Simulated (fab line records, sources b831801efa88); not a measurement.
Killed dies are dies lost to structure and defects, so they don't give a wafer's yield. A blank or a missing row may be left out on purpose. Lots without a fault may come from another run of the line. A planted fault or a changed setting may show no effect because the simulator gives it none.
A struck lot beside a sound one | flow sfq_line | 43 steps out of a route of 325
Sound: wafers L498.1, L498.4, L498.6. Struck: wafers L494.1, L494.3, L494.5. The cause comes at the end.
At each step with rows: each side's tool, then ch and its chambers, then its first start. Under that, the readings that differ: sound wafers | struck wafers | difference of the means | sigmas: that difference in standard deviations of wafers without a fault.
alike: readings whose means differ by less than 2 such deviations, and words and numbers that are the same on both sides. not compared: withheld readings, readings that some wafer has no value for, bounds like >300 that may hide the same value, and numbers for which the record gives no deviation and whose values overlap.
The two part at a step that has a row with sigmas, a row that says differs or no value, or rows on one side only. Numbers that don't overlap but have no deviation are shown without sigmas and don't part them. A reading that every wafer of one side lacks parts them only if that side has two wafers or more.

first, 7 steps without rows for these wafers: SFQ_TRILAYER_JJ_CE_STRIP_SOLV_CLEAN_121 (cleans in NMP, time 600 s); SFQ_TRILAYER_M5_LITHO_COAT_128 (resist thk 62 nm); SFQ_TRILAYER_M5_LITHO_COAT_123 (resist thk 589.5 nm); SFQ_TRILAYER_M5_LITHO_SOFTBAKE_127; SFQ_TRILAYER_M5_LITHO_EXPOSE_124 (exposes mask M5, target cd 700 nm); SFQ_TRILAYER_M5_LITHO_PEB_126 (peb time 60 s); SFQ_TRILAYER_M5_LITHO_DEVELOP_125 (time 60 s).
SFQ_M5_OVL_MEAS_932:
  sound on overlay-02, day 71 21:18; struck on overlay-01, day 71 06:54
  alike: M5_OVL
then, 1 step without rows for these wafers: SFQ_TRILAYER_M5_BARC_OPEN_METAL_ETCH_161 (etches BARC in O2, target depth 125 nm, time 41.7 s).
SFQ_TRILAYER_M5_ETCH_METAL_ETCH_126: etches Nb in Cl2/BCl3, stops on SiO2, time 203.2 s, target depth 265 nm.
  sound on rie_metal-04 ch 0, day 71 21:23; struck on rie_metal-01 ch 0,1, day 71 06:59
  alike: drypump_motor_current_A, oes_product_au
  not compared: rf_hours_counter_h
then, 2 steps without rows for these wafers: SFQ_TRILAYER_M5_STRIP_STRIP_127 (strips in O2); SFQ_TRILAYER_M5_STRIP_SOLV_CLEAN_128 (cleans in NMP, time 600 s).
SFQ_TRILAYER_A5B_DEP_PECVD_129: deposits SiO2 from SiH4/N2O, time 133.33 s, target thk 600 nm.
  sound on pecvd-02 ch 1,2, day 71 22:22; struck on pecvd-02 ch 0,1,2, day 71 07:58
  no value came back on the struck wafers for any of 5 readings (chamber_pressure_Torr (Torr), heater_power_outer_w (W) and others); on the sound wafers chamber_pressure_Torr (Torr) reads 2.399 2.403 2.400
  not compared: since_wet_clean_h
then, 1 step without rows for these wafers: SFQ_TRILAYER_A5B_CMP_CMP_130 (polishes, stops on Nb, target thk 340.7 nm).
SFQ_TRILAYER_A5B_METRO_MEASURE_131:
  sound on film_metro-03, day 72 03:15; struck on film_metro-03, day 71 12:37
then, 2 steps without rows for these wafers: SFQ_TRILAYER_R5_DEP_SPUTTER_132 (material Ti, target thk 5 nm, time 5 s); SFQ_TRILAYER_R5_DEP_SPUTTER_133 (material MoNx, target thk 40 nm, time 66.7 s).
SFQ_TRILAYER_R5_DEP_SPUTTER_134: material Ti, target thk 5 nm, time 5 s.
  sound on pvd_sputter-04, day 72 04:32; struck on pvd_sputter-03, day 71 13:53
  alike: throttle_valve_pct
SFQ_R5_RS_MEAS_933: measures by four-point-probe.
  sound on film_metro-01, day 72 04:33; struck on film_metro-02, day 71 13:55
  alike: R5_MONX_RS
SFQ_R5_THK_MEAS_934: measures by xrf.
  sound on film_metro-01, day 72 04:40; struck on film_metro-02, day 71 14:02
  alike: R5_MONX_THK
then, 6 steps without rows for these wafers: SFQ_TRILAYER_R5_LITHO_COAT_141 (resist thk 62 nm); SFQ_TRILAYER_R5_LITHO_COAT_136 (resist thk 600 nm); SFQ_TRILAYER_R5_LITHO_SOFTBAKE_140; SFQ_TRILAYER_R5_LITHO_EXPOSE_137 (exposes mask R5, target cd 500 nm); SFQ_TRILAYER_R5_LITHO_PEB_139 (peb time 60 s); SFQ_TRILAYER_R5_LITHO_DEVELOP_138 (time 60 s).
-- the record jumps here: 4 days lie between the struck wafers' starts before and after --
SFQ_R5_OVL_MEAS_935:
  sound on overlay-02, day 76 10:30; struck on overlay-01, day 75 17:42
  alike: R5_OVL
then, 1 step without rows for these wafers: SFQ_TRILAYER_R5_BARC_OPEN_METAL_ETCH_177 (etches BARC in O2, target depth 125 nm, time 41.7 s).
SFQ_TRILAYER_R5_ETCH_METAL_ETCH_139: etches the open film in Cl2, stops on SiO2, target depth 60 nm, time 40 s.
  sound on rie_metal-01 ch 0,1, day 76 10:36; struck on rie_metal-04 ch 1, day 75 17:52
  reading                     | sound       | struck      | difference | sigmas
  drypump_motor_current_A (A) | 6.1 5.8 5.8 | 4.9 4.9 4.9 | -1.0       | -2
  alike: oes_product_au
  not compared: rf_hours_counter_h
SFQ_TRILAYER_R5_STRIP_STRIP_140: strips in O2.
  sound on rie_metal-01 ch 0,1, day 76 10:39; struck on rie_metal-04 ch 1, day 75 17:58
  reading                     | sound       | struck      | difference | sigmas
  drypump_motor_current_A (A) | 6.0 5.8 5.8 | 5.0 5.0 5.0 | -0.9       | -2
  alike: oes_product_au
  not compared: rf_hours_counter_h
then, 8 steps without rows for these wafers: SFQ_TRILAYER_R5_STRIP_SOLV_CLEAN_141 (cleans in NMP, time 600 s); SFQ_TRILAYER_A5C_DEP_PECVD_142 (deposits SiO2 from SiH4/N2O, time 15.556 s, target thk 70 nm); SFQ_TRILAYER_I5_LITHO_COAT_149 (resist thk 62 nm); SFQ_TRILAYER_I5_LITHO_COAT_144 (resist thk 650 nm); SFQ_TRILAYER_I5_LITHO_SOFTBAKE_148; SFQ_TRILAYER_I5_LITHO_EXPOSE_145 (exposes mask I5, target cd 700 nm); SFQ_TRILAYER_I5_LITHO_PEB_147 (peb time 60 s); SFQ_TRILAYER_I5_LITHO_DEVELOP_146 (time 60 s).
-- the record jumps here: 4 days lie between the struck wafers' starts before and after --
SFQ_I5_OVL_MEAS_936:
  sound on overlay-02, day 80 04:39; struck on overlay-01, day 79 15:27
  alike: I5_OVL
then, 1 step without rows for these wafers: SFQ_TRILAYER_I5_BARC_OPEN_VIA_ETCH_200 (etches BARC in O2, target depth 125 nm, time 41.7 s).
SFQ_TRILAYER_I5_ETCH_VIA_ETCH_147: etches the open film in CHF3, stops on Nb, target depth 360 nm.
  sound on rie_diel-03 ch 0,1, day 80 04:44; struck on rie_diel-03 ch 1,2,3, day 79 15:32
  alike: drypump_motor_current_A, oes_product_au
then, 1 step without rows for these wafers: SFQ_TRILAYER_I5_STRIP_STRIP_148 (strips in O2).
-- the record jumps here: 12 days lie between the struck wafers' starts before and after --
SFQ_M8_BOW_MEAS_951:
  sound on film_metro-03, day 91 22:42; struck on film_metro-04, day 91 10:31
  reading                 | sound            | struck            | difference | sigmas
  model.etest.i5.link_ohm | 2.277 2.267 2.29 | 2.118 2.124 2.117 | -0.158     |
  alike: M8_BOW

WHERE THEY PART
First at SFQ_TRILAYER_A5B_DEP_PECVD_129; last, within this record, at SFQ_TRILAYER_R5_STRIP_STRIP_140. Later steps at which nothing parts them and some readings are alike: SFQ_I5_OVL_MEAS_936, SFQ_TRILAYER_I5_ETCH_VIA_ETCH_147, SFQ_M8_BOW_MEAS_951.

WHY: what the simulator had put in
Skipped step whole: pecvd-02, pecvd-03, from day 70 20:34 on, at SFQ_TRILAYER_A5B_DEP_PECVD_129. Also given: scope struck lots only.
